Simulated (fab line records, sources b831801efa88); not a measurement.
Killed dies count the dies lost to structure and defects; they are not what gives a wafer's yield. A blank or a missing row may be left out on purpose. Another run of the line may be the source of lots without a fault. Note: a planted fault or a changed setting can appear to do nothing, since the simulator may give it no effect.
What tool caused it? :: flow gf180mcu :: Sampling: 6 lots, 18 wafers, 2 of 602 route steps

## WHAT THE GAUGES SHOWED, per wafer
GF_HV_LDD_OVL_MEAS_32.
lot: L544
measured: day 11 21:04
on: overlay-02
HV_LDD_02_OVL (nm): -1.7 -4.2 -2.8

lot: L549
measured: day 13 18:13
on: overlay-02
HV_LDD_02_OVL (nm): 0.9 -0.5 -0.5

lot: L555
measured: day 16 07:47
on: overlay-01
HV_LDD_02_OVL (nm): -0.4 -1.5 -0.4

lot: L560
measured: day 17 09:55
on: overlay-01
HV_LDD_02_OVL (nm): -2.5 -1.2 -2.3

lot: L563
measured: day 18 05:40
on: overlay-01
HV_LDD_02_OVL (nm): -95.5 -93.7 -94.4

lot: L566
measured: day 19 04:17
on: overlay-01
HV_LDD_02_OVL (nm): 0.5 -1.8 -0.6

## TOOL THAT RAN EACH LOT (tool first, then ch and the chambers of the sampled wafers, then the start)
lot: L544
GF_HV_LDD_EXPOSE_28: ilineStepper-02 ch 0, day 11 12:07

lot: L549
GF_HV_LDD_EXPOSE_28: ilineStepper-01 ch 0, day 13 07:29

lot: L555
GF_HV_LDD_EXPOSE_28: ilineStepper-01 ch 0, day 15 20:16

lot: L560
GF_HV_LDD_EXPOSE_28: ilineStepper-02 ch 0, day 16 20:54

lot: L563
GF_HV_LDD_EXPOSE_28: ilineStepper-02 ch 0, day 17 17:34

lot: L566
GF_HV_LDD_EXPOSE_28: ilineStepper-01 ch 0, day 18 16:02
- GF_HV_LDD_EXPOSE_28: exposes mask Nplus HV AREA, target cd 400 nm.

## THE ANSWER, worked out from the rows above alone
Rule: the usual values come from the lots themselves. The widest of any qualifying gaps counts: lots, ordered by their means at a reading, are off when they make up no more than a third of the lots, leave a main group of 4 or more, and stand apart from it by 3 or more times the standard deviation of that group's means. A main group whose means are all the same, to the digits that the tables above print for the reading, isn't used. Also off: a lot with no number at a reading for which 4 or more lots have one. Any other lot the step has rows for is counted as sound.
Off: L563, seen at GF_HV_LDD_OVL_MEAS_32 (HV_LDD_02_OVL). For the main group the mean is -1.3 nm and the standard deviation 1.
If a tool, at a process step before that reading, ran all the lots that are off and no sound lot after the first of them, it fits. Gauges at GF_HV_LDD_OVL_MEAS_32: tried the same way as those tools. One fits: GF_HV_LDD_EXPOSE_28 on ilineStepper-02. Its last sound lot is L560 (day 16 20:54), its first lot that is off L563 (day 17 17:34): a fault that began between those two fits.

## WHAT THE SIMULATOR HAD INSERTED
Scanner matching overlay: ilineStepper-02, from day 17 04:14 on, at GF_HV_LDD_EXPOSE_28. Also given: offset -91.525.
Struck lots among those shown: L563. The rule above found the same.
